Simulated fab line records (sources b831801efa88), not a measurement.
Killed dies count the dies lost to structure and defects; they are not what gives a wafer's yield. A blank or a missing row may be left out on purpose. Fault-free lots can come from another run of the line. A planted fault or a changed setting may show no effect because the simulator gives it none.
fab line records	flow gf180mcu
record: lots: 14	wafers: 42	lastDay: 34
route steps=602 shown V4@498 MIM@507
lots with no fault: from the same line, run without faults
startH: the number of hours between the record's first day and the start of the first shown wafer of the lot	waitH: hours elapsed since this lot's preceding step	" repeats the value in the row above	L1.1+2: a single row standing in for several wafers	- either no value or no given start	* or withheld: withheld	< > ~ a bound
route shown NAME@n: names a module that has steps shown in the file, with the first one's number in the route	usual: the fault-free wafers' mean and standard deviation	same: alike in all rows	chamber/n: place in a boat	sites: readings site by site	_std_site: the values' standard deviation	_edge_site: the outer-site mean with the inner-site mean subtracted	radiusMm: how far each site lies from the wafer's centre	mask NAME#n: copy n	behind: the last tool/chamber to shape the wafer	hold: why the lot went on hold/how many hours it stayed there/how the hold came to an end	device: whichever transistor did not switch (one of n, p or np)	end of line: tests of these same wafers at the route's end	for a step that has no rows: nothing shown but its recipe	killed: count of dies lost to structure and defects at first sort (not the wafer's yield)	map: the dies of a wafer, with x for killed, . for not killed, _ for no die there
set.NAME: the setting the step ran with; set.NAME@STEP: the setting that earlier step ran with	model.NAME: the simulator's own value behind a step, which no gauge read
steps of the route over a sample of lots; a table a step, a row a wafer
services: from which hour (startH, from the record's first day; less than 0 if before it) a tool's chamber was out of use, for how many hours, and why
== steps ==
step: GF_V4_SPUTTER_22
recipe: material: TiN	targetThkNm: 10	chamberPressurePa: 5	powerW: 4000	timeS: 40
usual: cathodeDcPowerW: 4000.0/0.76	chamberPressurePa: 5.000/0.0094	throttleValvePct: 30.0/0.88
lot.wafer	tool	chamber	startH	waitH	cathodeDcPowerW	chamberPressurePa	throttleValvePct
L425.1	pvdSputter-01	-	561.21	0.0	3999.0	5.003	31.3
L425.2	"	-	"	"	4001.0	4.995	29.5
L425.4	"	-	"	"	4001.5	5.003	29.8
L426.2	pvdSputter-04	-	569.80	0.0	4000.2	5.001	29.5
L426.4	"	-	"	"	3999.9	5.009	29.6
L426.6	"	-	"	"	3998.1	4.999	31.6
L429.1	pvdSputter-04	-	594.86	0.0	4001.8	4.994	29.8
L429.2	"	-	"	"	3998.9	5.005	29.4
L429.5	"	-	"	"	4000.1	4.990	29.7
L430.1	pvdSputter-01	-	604.72	0.0	4000.5	4.996	29.4
L430.5	"	-	"	"	3999.2	4.998	29.9
L430.6	"	-	"	"	3999.7	4.996	29.5
L432.1	pvdSputter-01	-	624.81	0.0	3999.5	4.976	29.8
L432.4	"	-	"	"	4000.0	5.011	30.2
L432.5	"	-	"	"	4000.4	4.992	31.4
L433.4	pvdSputter-04	-	627.61	0.0	4001.4	4.997	29.5
L433.5	"	-	"	"	4000.3	5.002	31.6
L433.6	"	-	"	"	3999.3	5.017	28.9
L434.2	pvdSputter-01	-	641.72	0.0	3999.8	5.006	29.5
L434.3	"	-	"	"	4001.0	5.008	30.1
L434.6	"	-	"	"	3999.2	5.003	30.1
L435.2	pvdSputter-04	-	643.66	0.0	3999.3	4.997	30.0
L435.3	"	-	"	"	4001.0	5.006	28.7
L435.6	"	-	"	"	4000.5	5.010	29.5
L437.2	pvdSputter-01	-	659.76	0.0	3998.5	5.018	29.4
L437.4	"	-	"	"	4000.6	4.994	29.8
L437.6	"	-	"	"	4000.3	4.980	29.7
L438.1	pvdSputter-03	-	663.57	0.0	3999.7	5.010	28.8
L438.3	"	-	"	"	3998.3	5.004	30.7
L438.5	"	-	"	"	3999.8	4.999	30.1
L439.2	pvdSputter-01	-	672.53	0.0	3999.8	5.000	30.1
L439.4	"	-	"	"	3999.9	4.991	29.7
L439.6	"	-	"	"	3998.5	5.002	29.6
L440.1	pvdSputter-01	-	677.21	0.0	4001.6	4.993	29.7
L440.4	"	-	"	"	3999.6	5.014	29.5
L440.5	"	-	"	"	4000.1	5.015	31.4
L441.1	pvdSputter-03	-	681.86	0.0	4000.1	4.987	30.2
L441.2	"	-	"	"	4000.8	5.023	29.4
L441.6	"	-	"	"	4000.8	5.006	28.6
L448.4	pvdSputter-04	-	720.81	0.0	3999.9	4.999	29.1
L448.5	"	-	"	"	4000.5	4.988	29.8
L448.6	"	-	"	"	3999.2	4.991	28.9
step: GF_V4_CVD_23
recipe: material: W	targetThkNm: 350	timeS: 104.9	tempC: 400	pressureTorr: 40
usual: heaterPowerW: 826/32
lot.wafer	tool	chamber	startH	waitH	heaterPowerW
L425.1	cvdW-01	1	561.25	0.0	817
L425.2	"	0	"	"	848
L425.4	"	1	"	"	804
L426.2	cvdW-02	1	569.84	0.0	853
L426.4	"	0	"	"	781
L426.6	"	0	"	"	783
L429.1	cvdW-01	0	594.90	0.0	836
L429.2	"	1	"	"	800
L429.5	"	1	"	"	799
L430.1	cvdW-01	1	604.76	0.0	798
L430.5	"	1	"	"	831
L430.6	"	0	"	"	818
L432.1	cvdW-02	0	624.85	0.0	771
L432.4	"	1	"	"	861
L432.5	"	1	"	"	842
L433.4	cvdW-02	0	627.72	0.1	799
L433.5	"	0	"	"	801
L433.6	"	0	"	"	760
L434.2	cvdW-01	1	641.76	0.0	821
L434.3	"	1	"	"	832
L434.6	"	1	"	"	825
L435.2	cvdW-01	0	643.70	0.0	832
L435.3	"	1	"	"	821
L435.6	"	1	"	"	810
L437.2	cvdW-01	0	659.80	0.0	820
L437.4	"	0	"	"	838
L437.6	"	1	"	"	815
L438.1	cvdW-02	1	663.61	0.0	849
L438.3	"	0	"	"	786
L438.5	"	1	"	"	856
L439.2	cvdW-01	0	672.57	0.0	837
L439.4	"	0	"	"	825
L439.6	"	1	"	"	820
L440.1	cvdW-02	0	677.25	0.0	790
L440.4	"	1	"	"	868
L440.5	"	1	"	"	869
L441.1	cvdW-02	0	681.90	0.0	796
L441.2	"	1	"	"	894
L441.6	"	1	"	"	862
L448.4	cvdW-02	1	720.88	0.1	881
L448.5	"	0	"	"	792
L448.6	"	1	"	"	882
step: GF_MIM_SPUTTER_04
recipe: material: TiN	targetThkNm: 50	powerW: 6500	timeS: 41.7	chamberPressurePa: 0.4
usual: cathodeDcPowerW: 6500.1/1.2	chamberPressurePa: 0.4000/0.00089	throttleValvePct: 29.9/0.93
lot.wafer	tool	chamber	startH	waitH	cathodeDcPowerW	chamberPressurePa	throttleValvePct
L425.1	pvdSputter-02	-	562.02	0.0	6500.4	0.4005	28.8
L425.2	"	-	"	"	6500.5	0.3992	31.4
L425.4	"	-	"	"	6501.4	0.4007	30.7
L426.2	pvdSputter-02	-	570.62	0.0	6499.2	0.4003	28.7
L426.4	"	-	"	"	6501.6	0.3993	30.8
L426.6	"	-	"	"	6499.4	0.3986	29.3
L429.1	pvdSputter-03	-	595.67	0.0	6497.6	0.3991	28.4
L429.2	"	-	"	"	6499.3	0.4014	30.3
L429.5	"	-	"	"	6499.4	0.3997	29.4
L430.1	pvdSputter-02	-	605.55	0.0	6502.5	0.3983	30.7
L430.5	"	-	"	"	6502.1	0.4000	31.4
L430.6	"	-	"	"	6498.3	0.3991	28.8
L432.1	pvdSputter-02	-	625.62	0.0	6499.3	0.4006	29.2
L432.4	"	-	"	"	6499.7	0.4000	29.0
L432.5	"	-	"	"	6499.6	0.4000	29.0
L433.4	pvdSputter-03	-	628.50	0.0	6499.7	0.3991	28.7
L433.5	"	-	"	"	6499.2	0.4004	30.3
L433.6	"	-	"	"	6499.3	0.4003	30.6
L434.2	pvdSputter-04	-	642.58	0.0	6500.1	0.3992	31.3
L434.3	"	-	"	"	6502.9	0.4017	29.1
L434.6	"	-	"	"	6500.1	0.4004	31.5
L435.2	pvdSputter-03	-	644.59	0.0	6500.0	0.4004	29.3
L435.3	"	-	"	"	6499.2	0.3990	30.0
L435.6	"	-	"	"	6499.9	0.4004	29.3
L437.2	pvdSputter-04	-	660.61	0.0	6501.0	0.4006	29.0
L437.4	"	-	"	"	6501.8	0.3995	31.5
L437.6	"	-	"	"	6501.9	0.3999	31.6
L438.1	pvdSputter-04	-	664.38	0.0	6501.3	0.3999	29.6
L438.3	"	-	"	"	6498.4	0.4003	29.5
L438.5	"	-	"	"	6498.4	0.3999	31.6
L439.2	pvdSputter-04	-	673.35	0.0	6500.8	0.4025	31.7
L439.4	"	-	"	"	6500.6	0.3989	29.0
L439.6	"	-	"	"	6499.1	0.4001	29.2
L440.1	pvdSputter-02	-	678.02	0.0	6501.3	0.3998	31.1
L440.4	"	-	"	"	6500.8	0.4005	29.3
L440.5	"	-	"	"	6501.5	0.4013	31.5
L441.1	pvdSputter-04	-	682.67	0.0	6498.9	0.4006	31.5
L441.2	"	-	"	"	6500.2	0.3983	29.3
L441.6	"	-	"	"	6500.9	0.3998	31.4
L448.4	pvdSputter-03	-	721.62	0.0	6500.5	0.3999	30.7
L448.5	"	-	"	"	6497.5	0.3998	30.0
L448.6	"	-	"	"	6500.9	0.3995	29.4
step: GF_MIM_SPUTTER_09
recipe: material: TiN	targetThkNm: 35	powerW: 6500	timeS: 29.2	chamberPressurePa: 0.4
usual: cathodeDcPowerW: 6500.1/1.1	chamberPressurePa: 0.4001/0.00077	throttleValvePct: 29.9/0.95
lot.wafer	tool	chamber	startH	waitH	cathodeDcPowerW	chamberPressurePa	throttleValvePct
L425.1	pvdSputter-03	-	562.22	0.0	6500.5	0.4006	29.9
L425.2	"	-	"	"	6500.3	0.4005	28.6
L425.4	"	-	"	"	6499.9	0.3990	29.7
L426.2	pvdSputter-03	-	570.82	0.0	6499.6	0.4016	30.4
L426.4	"	-	"	"	6501.7	0.3998	28.6
L426.6	"	-	"	"	6499.7	0.4009	30.4
L429.1	pvdSputter-02	-	595.87	0.0	6499.8	0.3998	31.7
L429.2	"	-	"	"	6500.7	0.3997	30.8
L429.5	"	-	"	"	6500.8	0.3996	29.0
L430.1	pvdSputter-04	-	605.75	0.0	6501.1	0.3990	29.3
L430.5	"	-	"	"	6499.0	0.4000	29.4
L430.6	"	-	"	"	6499.6	0.4001	31.5
L432.1	pvdSputter-04	-	625.82	0.0	6500.2	0.3985	31.6
L432.4	"	-	"	"	6500.0	0.4002	29.5
L432.5	"	-	"	"	6499.1	0.3984	31.6
L433.4	pvdSputter-02	-	628.70	0.0	6500.3	0.3997	29.1
L433.5	"	-	"	"	6499.4	0.3999	28.9
L433.6	"	-	"	"	6500.1	0.3994	30.8
L434.2	pvdSputter-03	-	642.78	0.0	6500.0	0.3992	30.2
L434.3	"	-	"	"	6500.3	0.4004	28.5
L434.6	"	-	"	"	6499.7	0.4002	29.6
L435.2	pvdSputter-04	-	644.79	0.0	6497.6	0.4023	29.1
L435.3	"	-	"	"	6500.6	0.4000	31.5
L435.6	"	-	"	"	6499.4	0.4009	29.0
L437.2	pvdSputter-03	-	660.81	0.0	6501.5	0.4006	29.7
L437.4	"	-	"	"	6502.1	0.4015	28.9
L437.6	"	-	"	"	6499.3	0.4006	28.6
L438.1	pvdSputter-03	-	664.62	0.0	6498.7	0.3995	30.7
L438.3	"	-	"	"	6500.5	0.4003	30.1
L438.5	"	-	"	"	6500.3	0.3997	29.9
L439.2	pvdSputter-03	-	673.55	0.0	-	-	-
L439.4	"	-	"	"	-	-	-
L439.6	"	-	"	"	-	-	-
L440.1	pvdSputter-04	-	678.22	0.0	-	-	-
L440.4	"	-	"	"	-	-	-
L440.5	"	-	"	"	-	-	-
L441.1	pvdSputter-03	-	682.87	0.0	6498.7	0.3992	30.8
L441.2	"	-	"	"	6501.2	0.3994	29.6
L441.6	"	-	"	"	6501.1	0.4018	30.1
L448.4	pvdSputter-04	-	721.82	0.0	6499.7	0.3980	29.2
L448.5	"	-	"	"	6498.6	0.4000	29.4
L448.6	"	-	"	"	6501.4	0.4000	31.7
step: GF_MIM_THK_MEAS_11
recipe: thkMeasGauge: xrf	reads: AlCu_of_MIM_SPUTTER_08
usual: MIM_ALCU_THK: 199.2/2
lot.wafer	tool	chamber	startH	waitH	MIM_ALCU_THK[nm]
L425.1	filmMetro-02	-	562.38	0.1	197.3
L425.2	"	-	"	"	199.0
L425.4	"	-	"	"	195.5
L426.2	filmMetro-04	-	570.98	0.1	199.7
L426.4	"	-	"	"	200.0
L426.6	"	-	"	"	199.6
L429.1	filmMetro-02	-	596.02	0.1	201.1
L429.2	"	-	"	"	200.8
L429.5	"	-	"	"	201.3
L430.1	filmMetro-04	-	605.90	0.1	199.3
L430.5	"	-	"	"	200.5
L430.6	"	-	"	"	202.9
L432.1	filmMetro-04	-	625.97	0.1	202.9
L432.4	"	-	"	"	198.5
L432.5	"	-	"	"	201.2
L433.4	filmMetro-02	-	628.88	0.1	200.7
L433.5	"	-	"	"	201.1
L433.6	"	-	"	"	198.7
L434.2	filmMetro-03	-	642.95	0.1	197.2
L434.3	"	-	"	"	198.7
L434.6	"	-	"	"	196.0
L435.2	filmMetro-02	-	644.95	0.1	200.8
L435.3	"	-	"	"	203.1
L435.6	"	-	"	"	200.8
L437.2	filmMetro-04	-	660.97	0.1	198.9
L437.4	"	-	"	"	200.7
L437.6	"	-	"	"	199.9
L438.1	filmMetro-02	-	664.77	0.1	196.1
L438.3	"	-	"	"	196.3
L438.5	"	-	"	"	196.2
L439.2	filmMetro-04	-	673.71	0.1	212.5
L439.4	"	-	"	"	212.7
L439.6	"	-	"	"	207.2
L440.1	filmMetro-03	-	678.37	0.1	212.5
L440.4	"	-	"	"	214.7
L440.5	"	-	"	"	212.5
L441.1	filmMetro-02	-	683.03	0.1	201.5
L441.2	"	-	"	"	200.6
L441.6	"	-	"	"	199.8
L448.4	filmMetro-03	-	722.00	0.1	197.2
L448.5	"	-	"	"	197.9
L448.6	"	-	"	"	200.5
step: GF_MIM_METAL_ETCH_19
recipe: chemistry: Cl2/BCl3	maskMaterial: NOVOLAK	stopOn: Si3N4	targetDepthNm: 324.5	pressureMtorr: 8	icpW: 800	biasW: 140	Cl2_flow_sccm: 80	bcl3FlowSccm: 40	timeS: 54.1
usual: drypumpMotorCurrentA: 5.8/0.44	oesProductAu: 0.942/0.0059	throttleValvePct: 28.283/0.0097
lot.wafer	tool	chamber	startH	waitH	drypumpMotorCurrentA	oesProductAu	rfHoursCounterH	throttleValvePct
L425.1	rieMetal-04	1	583.56	0.1	5.6	0.945	2	28.285
L425.2	"	1	"	"	5.6	0.944	-	28.283
L425.4	"	1	"	"	5.6	0.937	-	28.280
L426.2	rieMetal-02	1	592.47	0.1	6.0	0.936	0	28.279
L426.4	"	1	"	"	6.0	0.945	-	28.284
L426.6	"	0	"	"	5.2	0.940	-	28.283
L429.1	rieMetal-04	1	615.71	0.1	5.6	0.953	4	28.278
L429.2	"	1	"	"	5.6	0.945	-	28.276
L429.5	"	1	"	"	5.6	0.940	-	28.288
L430.1	rieMetal-02	1	625.32	0.1	6.1	0.940	1	28.288
L430.5	"	1	"	"	6.1	0.943	-	28.270
L430.6	"	0	"	"	5.1	0.940	-	28.263
L432.1	rieMetal-04	1	646.11	0.1	5.6	0.942	5	28.283
L432.4	"	1	"	"	5.6	0.947	-	28.293
L432.5	"	1	"	"	5.6	0.937	-	28.265
L433.4	rieMetal-01	1	648.50	0.1	6.2	0.943	-	28.280
L433.5	"	1	"	"	6.2	0.949	-	28.288
L433.6	"	0	"	"	6.7	0.943	-	28.278
L434.2	rieMetal-01	1	662.32	0.1	6.3	0.944	10	28.292
L434.3	"	1	"	"	6.3	0.941	-	28.305
L434.6	"	0	"	"	6.6	0.934	-	28.279
L435.2	rieMetal-02	1	668.39	0.1	6.1	0.944	-	28.277
L435.3	"	1	"	"	6.1	0.944	-	28.276
L435.6	"	1	"	"	6.1	0.943	-	28.295
L437.2	rieMetal-01	1	679.72	0.1	6.3	0.943	11	28.301
L437.4	"	1	"	"	6.3	0.944	-	28.286
L437.6	"	1	"	"	6.3	0.937	-	28.287
L438.1	rieMetal-04	0	683.76	0.1	5.7	0.945	4	28.309
L438.3	"	0	"	"	5.7	0.940	-	28.271
L438.5	"	1	"	"	5.6	0.928	-	28.290
L439.2	rieMetal-01	0	692.07	0.1	6.6	1.003	3	28.235
L439.4	"	1	"	"	6.3	0.989	-	28.234
L439.6	"	0	"	"	6.6	0.994	-	28.222
L440.1	rieMetal-04	1	696.81	0.1	5.6	0.991	7	28.230
L440.4	"	0	"	"	5.7	0.998	-	28.234
L440.5	"	0	"	"	5.7	0.986	-	28.233
L441.1	rieMetal-04	0	701.61	0.1	5.7	0.950	5	28.287
L441.2	"	1	"	"	5.6	0.933	7	28.287
L441.6	"	0	"	"	5.7	0.939	-	28.292
L448.4	rieMetal-04	0	739.00	0.1	5.7	0.944	-	28.288
L448.5	"	1	"	"	5.6	0.948	-	28.283
L448.6	"	0	"	"	5.7	0.945	-	28.293
== services ==
tool	chamber	startH	hours	kind
rieMetal-04	0	539.42	79.4	repair
pvdSputter-01	-	540.59	1.0	repair
pvdSputter-02	0	564.07	-	consumableReplace:kit
pvdSputter-02	0	564.07	18.0	scheduledDown
pvdSputter-02	0	564.07	18.0	ventCycle
pvdSputter-02	-	582.03	9.0	repair
pvdSputter-03	3	595.71	-	consumableReplace:kit
pvdSputter-03	3	595.71	18.0	scheduledDown
pvdSputter-03	3	595.71	18.0	ventCycle
rieMetal-04	-	597.80	0.3	repair
pvdSputter-01	3	630.11	-	consumableReplace:kit
rieMetal-02	-	637.84	1.1	repair
pvdSputter-03	-	644.69	2.2	repair
cvdW-01	-	678.19	2.8	repair
rieMetal-04	-	678.57	2.8	pm
rieMetal-02	1	698.15	14.9	repair
pvdSputter-04	0	701.93	-	consumableReplace:kit
pvdSputter-04	0	701.93	18.0	scheduledDown
pvdSputter-04	0	701.93	18.0	ventCycle
pvdSputter-03	2	702.36	-	consumableReplace:kit
pvdSputter-03	2	702.36	18.0	scheduledDown
pvdSputter-03	2	702.36	18.0	ventCycle
pvdSputter-03	-	724.17	4.3	repair
cvdW-02	1	727.47	3.0	repair
== key ==
firstSign: step: GF_MIM_SPUTTER_09	reading: toolRecord	direction: missing
effect: step: GF_MIM_THK_MEAS_11	reading: MIM_ALCU_THK	direction: up	sigmas: 6.3	usual: 199.2	struck: 212.0
effect: step: GF_MIM_METAL_ETCH_19	reading: oesProductAu	direction: up	sigmas: 8.6	usual: 0.942	struck: 0.993
metAt GF_MIM_SPUTTER_09
struckLots L439,L440
laterRowsLeftOut L439.2,L439.4,L439.6,L440.1,L440.4,L440.5
sortLeftOut L439.2,L439.4,L439.6,L440.1,L440.4,L440.5
notActingAt GF_V4_SPUTTER_22,GF_V4_CVD_23,GF_MIM_SPUTTER_04
onsetBetween 664.62 673.55
fault: kind: skippedStepWhole	tool: pvdSputter-03,pvdSputter-04	chamber: -	onsetH: 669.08	steps: GF_MIM_SPUTTER_09	scope: struckLotsOnly
sortLeftOut: the simulated sort isn't trusted on such a fault, so these wafers' sort isn't shown, and their yield isn't known
laterRowsLeftOut: the simulator's readings of these wafers behind a module that went badly wrong aren't trusted and aren't shown, but for the sort
